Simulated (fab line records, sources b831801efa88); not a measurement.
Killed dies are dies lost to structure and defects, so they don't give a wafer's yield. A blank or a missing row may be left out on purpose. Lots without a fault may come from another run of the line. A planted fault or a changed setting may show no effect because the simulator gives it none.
fab line records | flow sfq_line | part 1 of 2: steps 1 to 26 of 36
record lots=5 wafers=15 last_day=92
route steps=325 shown JJ@182 M5@198 A5B@209 R5@212
lots that met no fault: from a run of the same line without faults
start_h: hours from the record's first day to the start of the lot's first wafer shown | wait_h: hours since the lot's step before | " the same as in the row above | L1.1+2: a row that stands for several wafers | - no value, or no start given | * or withheld: withheld | < > ~ a bound
route shown NAME@n: a module of which the file shows steps, and the number in the route of the first | usual: mean/standard deviation of fault-free wafers | same: alike in all rows | chamber/n: place in a boat | sites: the reading at each site | _std_site: their standard deviation | _edge_site: outer sites' mean less inner sites' | radius_mm: how far each site lies from the wafer's centre | mask NAME#n: copy n | behind: the tool/chamber that last shaped the wafer | hold: why the lot was held/for how many hours/how that ended | device: the transistor (n, p or np) that didn't switch | end of line: the same wafers' tests at the end of the route | a step without rows: its recipe alone | killed: dies lost to structure and defects at the first sort, not the wafer's yield | map: a wafer's dies, x killed, . not, _ none there
set.NAME: the setting as run; set.NAME@STEP: as run at that earlier step | model.NAME: the simulator's own value behind a step, which no gauge read
lots at some steps of the route; a table a step, a row a wafer
services: from which hour (start_h, from the record's first day; less than 0 if before it) a tool's chamber was out of use, for how many hours, and why
## steps
# step SFQ_TRILAYER_JJ_TRILAYER_DEP_SPUTTER_112
# recipe material=Nb base_pressure_pa=1.33e-06 chamber_pressure_pa=0.1333 substrate_temp_c=20 target_thk_nm=170 power_w=2000 time_s=113.3
# usual throttle_valve_pct=29.8/0.89
# columns lot.wafer tool chamber start_h wait_h throttle_valve_pct
L076.1 pvd_sputter-06 - 1111.14 0.5 29.6
L076.4 " - " " 29.9
L076.5 " - " " 28.5
L086.1 pvd_sputter-06 - 1338.56 0.5 30.0
L086.5 " - " " 30.5
L086.6 " - " " 29.7
L088.2 pvd_sputter-03 - 1345.72 0.5 30.3
L088.5 " - " " 28.4
L088.6 " - " " 30.2
L092.1 pvd_sputter-04 - 1447.59 0.5 29.3
L092.5 " - " " 28.9
L092.6 " - " " 29.1
L094.1 pvd_sputter-06 - 1454.06 0.5 29.7
L094.3 " - " " 28.3
L094.6 " - " " 30.7
# step SFQ_JJ_RS_MEAS_929
# recipe thk_meas_gauge=four-point-probe reads=Nb_of_TRILAYER_JJ_TRILAYER_DEP_SPUTTER_112
# usual JJ_NB_RS=1.050/0.0099
# columns lot.wafer tool chamber start_h wait_h JJ_NB_RS[ohm/sq]
L076.1 film_metro-03 - 1111.22 0.0 1.057
L076.4 " - " " 1.046
L076.5 " - " " 1.049
L086.1 film_metro-04 - 1338.64 0.0 1.046
L086.5 " - " " 1.033
L086.6 " - " " 1.042
L088.2 film_metro-03 - 1345.82 0.1 1.063
L088.5 " - " " 1.055
L088.6 " - " " 1.051
L092.1 film_metro-01 - 1447.67 0.0 1.052
L092.5 " - " " 1.045
L092.6 " - " " 1.043
L094.1 film_metro-01 - 1454.14 0.0 1.045
L094.3 " - " " 1.054
L094.6 " - " " 1.038
# step SFQ_TRILAYER_JJ_CE_LITHO_COAT_119
# recipe resist=BARC spin_rpm=3000 resist_thk_nm=62
# usual spin_speed_rpm=2999.8/2
# columns lot.wafer tool chamber start_h wait_h spin_speed_rpm
L076.1 litho_track-02 0 1111.40 0.1 2998.7
L076.4 " 0 " " 3001.1
L076.5 " 0 " " 3001.2
L086.1 litho_track-04 0 1338.82 0.1 3000.4
L086.5 " 0 " " 2999.0
L086.6 " 0 " " 3000.1
L088.2 litho_track-01 0 1346.08 0.1 3000.1
L088.5 " 0 " " 3002.7
L088.6 " 0 " " 2997.1
L092.1 litho_track-01 0 1447.85 0.1 2999.0
L092.5 " 0 " " 2997.5
L092.6 " 0 " " 3000.4
L094.1 litho_track-04 0 1454.32 0.1 3001.9
L094.3 " 0 " " 3001.0
L094.6 " 0 " " 3002.3
# step SFQ_TRILAYER_JJ_CE_LITHO_COAT_114
# recipe resist=KrF spin_rpm=3000 resist_thk_nm=600
# usual spin_speed_rpm=3000.4/1.9
# columns lot.wafer tool chamber start_h wait_h spin_speed_rpm
L076.1 litho_track-02 0 1111.70 0.2 3002.4
L076.4 " 0 " " 2998.9
L076.5 " 0 " " 2999.0
L086.1 litho_track-04 0 1339.12 0.2 3001.5
L086.5 " 0 " " 2999.0
L086.6 " 0 " " 3001.6
L088.2 litho_track-01 0 1346.38 0.2 3003.1
L088.5 " 0 " " 3000.5
L088.6 " 0 " " 3001.8
L092.1 litho_track-01 0 1448.15 0.2 3001.5
L092.5 " 0 " " 3001.8
L092.6 " 0 " " 2998.3
L094.1 litho_track-04 0 1454.62 0.2 2999.3
L094.3 " 0 " " 3001.2
L094.6 " 0 " " 3001.7
# step SFQ_TRILAYER_JJ_CE_LITHO_SOFTBAKE_118
# recipe temp_c=withheld time_s=withheld resist=KrF
# columns lot.wafer tool chamber start_h wait_h
L076.1+4+5 litho_track-02 0 1112.00 0.2
L086.1+5+6 litho_track-04 0 1339.42 0.2
L088.2+5+6 litho_track-01 0 1346.66 0.2
L092.1+5+6 litho_track-01 0 1448.45 0.2
L094.1+3+6 litho_track-04 0 1454.92 0.2
# step SFQ_TRILAYER_JJ_CE_LITHO_EXPOSE_115
# recipe mask_id=J5 na=0.6 source_shape=conventional sigma_outer=0.65 target_cd_nm=700 dose_mj=14.4
# columns lot.wafer tool chamber start_h wait_h mask
L076.1+4+5 krf_scanner-02 0 1229.03 - J5#0
L086.1+5+6 krf_scanner-02 0 1456.16 - J5#0
L088.2+5+6 krf_scanner-02 0 1465.96 - J5#0
L092.1+5+6 krf_scanner-02 0 1472.96 - J5#0
L094.1+3+6 krf_scanner-02 0 1475.36 - J5#0
# step SFQ_TRILAYER_JJ_CE_LITHO_PEB_117
# recipe peb_temp_c=115 peb_time_s=60 resist=KrF
# columns lot.wafer tool chamber start_h wait_h
L076.1+4+5 litho_track-02 0 1230.23 1.0
L086.1+5+6 litho_track-02 0 1457.36 1.0
L088.2+5+6 litho_track-02 0 1466.98 0.8
L092.1+5+6 litho_track-04 0 1474.16 1.0
L094.1+3+6 litho_track-04 0 1476.56 1.0
# step SFQ_TRILAYER_JJ_CE_LITHO_DEVELOP_116
# recipe time_s=60 resist=KrF
# columns lot.wafer tool chamber start_h wait_h
L076.1+4+5 litho_track-02 0 1230.38 0.1
L086.1+5+6 litho_track-02 0 1457.51 0.1
L088.2+5+6 litho_track-02 0 1467.13 0.1
L092.1+5+6 litho_track-04 0 1474.31 0.1
L094.1+3+6 litho_track-04 0 1476.71 0.1
# step SFQ_JJ_OVL_MEAS_931
# usual J5_OVL=2/6.5
# columns lot.wafer tool chamber start_h wait_h J5_OVL[nm]
L076.1 overlay-01 - 1230.53 0.1 3
L076.4 " - " " 6
L076.5 " - " " 7
L086.1 overlay-01 - 1457.66 0.1 7
L086.5 " - " " 11
L086.6 " - " " 5
L088.2 overlay-02 - 1467.26 0.1 5
L088.5 " - " " -7
L088.6 " - " " 2
L092.1 overlay-02 - 1474.46 0.1 12
L092.5 " - " " 10
L092.6 " - " " 9
L094.1 overlay-02 - 1476.86 0.1 -8
L094.3 " - " " -10
L094.6 " - " " -3
# step SFQ_TRILAYER_JJ_CE_METRO_MEASURE_117
# usual cd_nm=700.0/1.4
# columns lot.wafer tool chamber start_h wait_h cd_nm
L076.1 cd_sem-01 - 1230.56 0.0 702.1
L076.4 " - " " 702.5
L076.5 " - " " 702.0
L086.1 cd_sem-01 - 1457.69 0.0 700.7
L086.5 " - " " 701.1
L086.6 " - " " 702.2
L088.2 cd_sem-01 - 1467.49 0.2 700.3
L088.5 " - " " 700.2
L088.6 " - " " 699.5
L092.1 cd_sem-01 - 1474.49 0.0 700.6
L092.5 " - " " 700.6
L092.6 " - " " 700.7
L094.1 cd_sem-01 - 1476.89 0.0 699.0
L094.3 " - " " 699.8
L094.6 " - " " 699.4
# step SFQ_TRILAYER_JJ_CE_BARC_OPEN_RIE_150
# recipe mask_material=PR chemistry=O2 target_depth_nm=240 target=BARC icp_w=600 bias_w=80 pressure_mtorr=10 time_s=80
# usual bias_w=80.05/0.25 drypump_motor_current_A=5.9/0.33 oes_product_au=0.538/0.0044
# columns lot.wafer tool chamber start_h wait_h bias_w drypump_motor_current_A oes_product_au rf_hours_counter_h
L076.1 rie_metal-03 1 1231.76 1.0 80.05 6.3 0.536 24
L076.4 " 0 " " 80.09 5.4 0.535 -
L076.5 " 0 " " 80.22 5.4 0.537 -
L086.1 rie_metal-03 0 1458.89 1.0 80.06 5.4 0.548 94
L086.5 " 0 " " 80.30 5.5 0.543 -
L086.6 " 1 " " 79.64 6.3 0.535 -
L088.2 rie_metal-03 1 1468.49 0.8 79.77 6.3 0.540 55
L088.5 " 0 " " 80.36 5.4 0.539 -
L088.6 " 1 " " 79.91 6.3 0.541 -
L092.1 rie_metal-01 0 1475.69 1.0 80.11 5.8 0.533 51
L092.5 " 0 " " 80.04 5.7 0.542 -
L092.6 " 1 " " 80.07 5.9 0.532 -
L094.1 rie_metal-01 1 1478.09 1.0 80.09 5.9 0.527 125
L094.3 " 0 " " 80.15 5.8 0.541 -
L094.6 " 1 " " 79.90 5.9 0.534 -
# step SFQ_TRILAYER_JJ_CE_ETCH_RIE_118
# recipe target=Nb stop_on=Al2O3 mask_material=PR taper_deg=13.257 over_etch_frac=0.15 time_s=97.7 chemistry=SF6 target_depth_nm=170 icp_w=600 bias_w=80 pressure_mtorr=10
# usual bias_w=80.01/0.22 drypump_motor_current_A=5.9/0.33 oes_product_au=0.988/0.0059
# same over_etch_frac=0.15
# columns lot.wafer tool chamber start_h wait_h bias_w drypump_motor_current_A oes_product_au rf_hours_counter_h
L076.1 rie_metal-03 1 1231.85 0.1 80.03 6.3 0.981 24
L076.4 " 0 " " 79.80 5.4 0.981 -
L076.5 " 0 " " 79.64 5.4 0.991 -
L086.1 rie_metal-03 0 1458.98 0.1 79.71 5.4 0.977 94
L086.5 " 0 " " 79.92 5.4 0.983 -
L086.6 " 1 " " 79.87 6.3 0.975 -
L088.2 rie_metal-03 1 1468.58 0.1 80.03 6.3 0.978 55
L088.5 " 0 " " 80.16 5.4 0.984 -
L088.6 " 1 " " 79.73 6.3 0.997 -
L092.1 rie_metal-01 0 1475.81 0.1 79.78 5.8 0.989 51
L092.5 " 0 " " 80.05 5.7 0.984 -
L092.6 " 1 " " 79.80 5.9 0.987 -
L094.1 rie_metal-01 1 1478.21 0.1 80.10 5.9 0.992 125
L094.3 " 0 " " 79.75 5.7 0.991 -
L094.6 " 1 " " 80.00 5.9 0.989 -
# step SFQ_TRILAYER_JJ_ANODIZE_ANODIZE_119
# recipe current_density_ma_cm2=withheld end_current_density_ma_cm2=withheld bath_temp_c=withheld
# columns lot.wafer tool chamber start_h wait_h
L076.1+4+5 wet_bench-06 1,2,7 1231.96 0.1
L086.1+5+6 wet_bench-05 6,0,7 1459.09 0.1
L088.2+5+6 wet_bench-05 4,3,7 1468.69 0.1
L092.1+5+6 wet_bench-05 1,6,3 1475.96 0.1
L094.1+3+6 wet_bench-05 0,2,3 1478.36 0.1
# step SFQ_TRILAYER_JJ_CE_STRIP_STRIP_120
# recipe gas=O2 power_w=200 platen_temp_c=40 overash_fraction=0.65 chemistry=O2 pressure_mtorr=50
# usual drypump_motor_current_A=5.89/0.3 oes_product_au=0.997/0.0073
# columns lot.wafer tool chamber start_h wait_h drypump_motor_current_A oes_product_au rf_hours_counter_h
L076.1 rie_metal-01 1 1232.51 0.0 5.94 0.998 92
L076.4 " 1 " " 5.94 0.997 -
L076.5 " 1 " " 5.94 0.999 -
L086.1 rie_metal-03 0 1459.59 0.0 5.42 1.000 94
L086.5 " 1 " " 6.27 1.003 -
L086.6 " 0 " " 5.43 0.998 -
L088.2 rie_metal-01 0 1469.19 0.0 5.76 0.994 50
L088.5 " 1 " " 5.93 0.993 -
L088.6 " 0 " " 5.78 0.998 -
L092.1 rie_metal-04 1 1476.46 0.0 6.23 1.005 102
L092.5 " 1 " " 6.24 1.015 -
L092.6 " 0 " " 5.73 0.994 -
L094.1 rie_metal-03 0 1478.86 0.0 5.43 1.001 98
L094.3 " 1 " " 6.29 0.997 -
L094.6 " 0 " " 5.44 0.996 -
# step SFQ_TRILAYER_JJ_CE_STRIP_SOLV_CLEAN_121
# recipe chemistry=NMP temp_c=70 time_s=600
# usual temp_c=69.98/0.13
# columns lot.wafer tool chamber start_h wait_h temp_c
L076.1 wet_bench-02 1 1233.71 1.0 69.84
L076.4 " 7 " " 69.96
L076.5 " 6 " " 70.03
L086.1 wet_bench-02 3 1460.19 0.4 69.98
L086.5 " 6 " " 69.84
L086.6 " 7 " " 70.06
L088.2 wet_bench-03 4 1469.99 0.5 69.98
L088.5 " 1 " " 70.30
L088.6 " 3 " " 69.87
L092.1 wet_bench-02 4 1477.06 0.4 69.79
L092.5 " 1 " " 70.11
L092.6 " 6 " " 69.89
L094.1 wet_bench-02 5 1479.46 0.4 70.08
L094.3 " 7 " " 70.24
L094.6 " 0 " " 70.05
# step SFQ_TRILAYER_M5_LITHO_COAT_128
# recipe resist=BARC spin_rpm=3000 resist_thk_nm=62
# usual spin_speed_rpm=2999.8/2.2
# columns lot.wafer tool chamber start_h wait_h spin_speed_rpm
L076.1 litho_track-03 0 1233.96 0.1 2999.0
L076.4 " 0 " " 3001.7
L076.5 " 0 " " 3000.5
L086.1 litho_track-04 0 1460.36 0.0 2998.5
L086.5 " 0 " " 2997.8
L086.6 " 0 " " 3000.7
L088.2 litho_track-03 0 1470.21 0.1 3001.8
L088.5 " 0 " " 2997.3
L088.6 " 0 " " 3002.7
L092.1 litho_track-03 0 1477.25 0.0 3000.7
L092.5 " 0 " " 3000.1
L092.6 " 0 " " 2996.3
L094.1 litho_track-02 0 1479.63 0.0 3000.9
L094.3 " 0 " " 3001.7
L094.6 " 0 " " 3000.0
# step SFQ_TRILAYER_M5_LITHO_COAT_123
# recipe resist=KrF spin_rpm=3000 resist_thk_nm=600
# usual spin_speed_rpm=3000.1/2.5
# columns lot.wafer tool chamber start_h wait_h spin_speed_rpm
L076.1 litho_track-03 0 1234.26 0.2 2999.6
L076.4 " 0 " " 3001.6
L076.5 " 0 " " 3005.0
L086.1 litho_track-04 0 1460.66 0.2 2999.0
L086.5 " 0 " " 3003.8
L086.6 " 0 " " 2998.3
L088.2 litho_track-03 0 1470.51 0.2 3000.5
L088.5 " 0 " " 3000.8
L088.6 " 0 " " 2997.4
L092.1 litho_track-03 0 1477.55 0.2 2999.2
L092.5 " 0 " " 3003.5
L092.6 " 0 " " 2998.3
L094.1 litho_track-02 0 1479.93 0.2 3002.3
L094.3 " 0 " " 3002.1
L094.6 " 0 " " 3001.9
# step SFQ_TRILAYER_M5_LITHO_SOFTBAKE_127
# recipe temp_c=withheld time_s=withheld resist=KrF
# columns lot.wafer tool chamber start_h wait_h
L076.1+4+5 litho_track-03 0 1234.56 0.2
L086.1+5+6 litho_track-04 0 1460.96 0.2
L088.2+5+6 litho_track-03 0 1470.79 0.2
L092.1+5+6 litho_track-03 0 1477.85 0.2
L094.1+3+6 litho_track-02 0 1480.23 0.2
# step SFQ_TRILAYER_M5_LITHO_EXPOSE_124
# recipe mask_id=M5 na=0.6 source_shape=conventional sigma_outer=0.65 target_cd_nm=700 dose_mj=14.4
# columns lot.wafer tool chamber start_h wait_h mask
L076.1+4+5 krf_scanner-02 0 1354.31 - M5#0
L086.1+5+6 krf_scanner-01 0 1466.72 - M5#0
L088.2+5+6 krf_scanner-02 0 1578.69 - M5#0
L092.1+5+6 krf_scanner-02 0 1585.69 - M5#0
L094.1+3+6 krf_scanner-02 0 1588.09 - M5#0
# step SFQ_TRILAYER_M5_LITHO_PEB_126
# recipe peb_temp_c=115 peb_time_s=60 resist=KrF
# columns lot.wafer tool chamber start_h wait_h
L076.1+4+5 litho_track-02 0 1355.51 1.0
L086.1+5+6 litho_track-02 0 1467.92 1.0
L088.2+5+6 litho_track-04 0 1579.72 0.8
L092.1+5+6 litho_track-04 0 1586.89 1.0
L094.1+3+6 litho_track-02 0 1589.29 1.0
# step SFQ_TRILAYER_M5_LITHO_DEVELOP_125
# recipe time_s=60 resist=KrF
# columns lot.wafer tool chamber start_h wait_h
L076.1+4+5 litho_track-02 0 1355.66 0.1
L086.1+5+6 litho_track-02 0 1468.07 0.1
L088.2+5+6 litho_track-04 0 1579.87 0.1
L092.1+5+6 litho_track-04 0 1587.04 0.1
L094.1+3+6 litho_track-02 0 1589.44 0.1
# step SFQ_M5_OVL_MEAS_932
# usual M5_OVL=2/6.6
# columns lot.wafer tool chamber start_h wait_h M5_OVL[nm]
L076.1 overlay-01 - 1355.81 0.1 4
L076.4 " - " " 0
L076.5 " - " " 5
L086.1 overlay-01 - 1468.22 0.1 0
L086.5 " - " " 0
L086.6 " - " " 7
L088.2 overlay-02 - 1580.00 0.1 -7
L088.5 " - " " -6
L088.6 " - " " -4
L092.1 overlay-01 - 1587.19 0.1 6
L092.5 " - " " 7
L092.6 " - " " 14
L094.1 overlay-01 - 1589.59 0.1 4
L094.3 " - " " 6
L094.6 " - " " 1
# step SFQ_TRILAYER_M5_BARC_OPEN_METAL_ETCH_161
# recipe mask_material=PR chemistry=O2 target_depth_nm=125 target=BARC icp_w=600 bias_w=80 pressure_mtorr=10 time_s=41.7
# usual bias_w=80.00/0.23 drypump_motor_current_A=6.2/0.42 oes_product_au=0.685/0.0049
# columns lot.wafer tool chamber start_h wait_h bias_w drypump_motor_current_A oes_product_au rf_hours_counter_h
L076.1 rie_metal-02 0 1355.84 0.0 79.87 6.4 0.694 123
L076.4 " 0 " " 80.10 6.4 0.692 -
L076.5 " 0 " " 80.46 6.4 0.685 -
L086.1 rie_metal-04 0 1468.25 0.0 80.09 5.7 0.679 7
L086.5 " 1 " " 79.95 6.2 0.677 -
L086.6 " 0 " " 79.61 5.7 0.691 -
L088.2 rie_metal-02 1 1580.03 0.0 80.00 6.8 0.684 65
L088.5 " 0 " " 79.79 6.4 0.686 -
L088.6 " 1 " " 80.16 6.8 0.685 -
L092.1 rie_metal-04 1 1587.23 0.0 79.96 6.2 0.688 117
L092.5 " 1 " " 80.13 6.3 0.686 -
L092.6 " 0 " " 80.03 5.6 0.691 -
L094.1 rie_metal-04 1 1589.63 0.0 79.99 6.2 0.691 118
L094.3 " 0 " " 79.99 5.7 0.689 -
L094.6 " 1 " " 79.56 6.3 0.690 -
# step SFQ_TRILAYER_M5_ETCH_METAL_ETCH_126
# recipe target=Nb stop_on=SiO2 mask_material=PR over_etch_frac=0.15 time_s=203.2 chemistry=Cl2/BCl3 target_depth_nm=265 icp_w=600 bias_w=80 pressure_mtorr=10
# usual bias_w=79.98/0.26 drypump_motor_current_A=6.2/0.42 oes_product_au=0.727/0.0057
# same over_etch_frac=0.15
# columns lot.wafer tool chamber start_h wait_h bias_w drypump_motor_current_A oes_product_au rf_hours_counter_h
L076.1 rie_metal-02 0 1355.90 0.0 80.04 6.4 0.726 123
L076.4 " 0 " " 80.02 6.4 0.728 -
L076.5 " 0 " " 80.13 6.4 0.732 -
L086.1 rie_metal-04 0 1468.31 0.0 80.10 5.7 0.724 7
L086.5 " 1 " " 79.89 6.2 0.720 -
L086.6 " 0 " " 80.09 5.7 0.723 -
L088.2 rie_metal-02 1 1580.09 0.0 80.15 6.8 0.731 65
L088.5 " 0 " " 80.15 6.4 0.725 -
L088.6 " 1 " " 79.83 6.8 0.728 -
L092.1 rie_metal-04 1 1587.29 0.0 80.09 6.2 0.720 117
L092.5 " 1 " " 79.83 6.2 0.730 -
L092.6 " 0 " " 79.87 5.7 0.723 -
L094.1 rie_metal-04 1 1589.69 0.0 79.62 6.3 0.729 118
L094.3 " 0 " " 79.92 5.6 0.729 -
L094.6 " 1 " " 79.65 6.3 0.725 -
# step SFQ_TRILAYER_M5_STRIP_STRIP_127
# recipe gas=O2 power_w=200 platen_temp_c=40 overash_fraction=0.65 chemistry=O2 pressure_mtorr=50
# usual drypump_motor_current_A=6.2/0.42 oes_product_au=1.000/0.0074
# columns lot.wafer tool chamber start_h wait_h drypump_motor_current_A oes_product_au rf_hours_counter_h
L076.1 rie_metal-02 0 1356.10 0.1 6.4 0.987 123
L076.4 " 0 " " 6.4 0.996 -
L076.5 " 0 " " 6.4 0.994 -
L086.1 rie_metal-04 0 1468.51 0.1 5.7 0.990 7
L086.5 " 1 " " 6.2 0.997 -
L086.6 " 0 " " 5.7 0.992 -
L088.2 rie_metal-02 1 1580.28 0.1 6.8 1.007 65
L088.5 " 0 " " 6.4 1.002 -
L088.6 " 1 " " 6.8 1.003 -
L092.1 rie_metal-04 1 1587.48 0.1 6.3 1.001 117
L092.5 " 1 " " 6.3 0.999 -
L092.6 " 0 " " 5.7 0.995 -
L094.1 rie_metal-04 1 1589.88 0.1 6.2 1.010 118
L094.3 " 0 " " 5.7 0.990 -
L094.6 " 1 " " 6.2 1.008 -
# step SFQ_TRILAYER_M5_STRIP_SOLV_CLEAN_128
# recipe chemistry=NMP temp_c=70 time_s=600
# usual temp_c=69.99/0.12
# columns lot.wafer tool chamber start_h wait_h temp_c
L076.1 wet_bench-02 4 1356.70 0.4 69.95
L076.4 " 3 " " 70.12
L076.5 " 5 " " 70.19
L086.1 wet_bench-01 5 1469.11 0.4 70.12
L086.5 " 7 " " 70.24
L086.6 " 3 " " 70.00
L088.2 wet_bench-02 3 1580.88 0.4 70.01
L088.5 " 0 " " 69.90
L088.6 " 6 " " 70.19
L092.1 wet_bench-01 6 1588.08 0.4 70.02
L092.5 " 1 " " 69.90
L092.6 " 0 " " 69.88
L094.1 wet_bench-01 1 1590.48 0.4 70.02
L094.3 " 3 " " 69.95
L094.6 " 7 " " 69.99
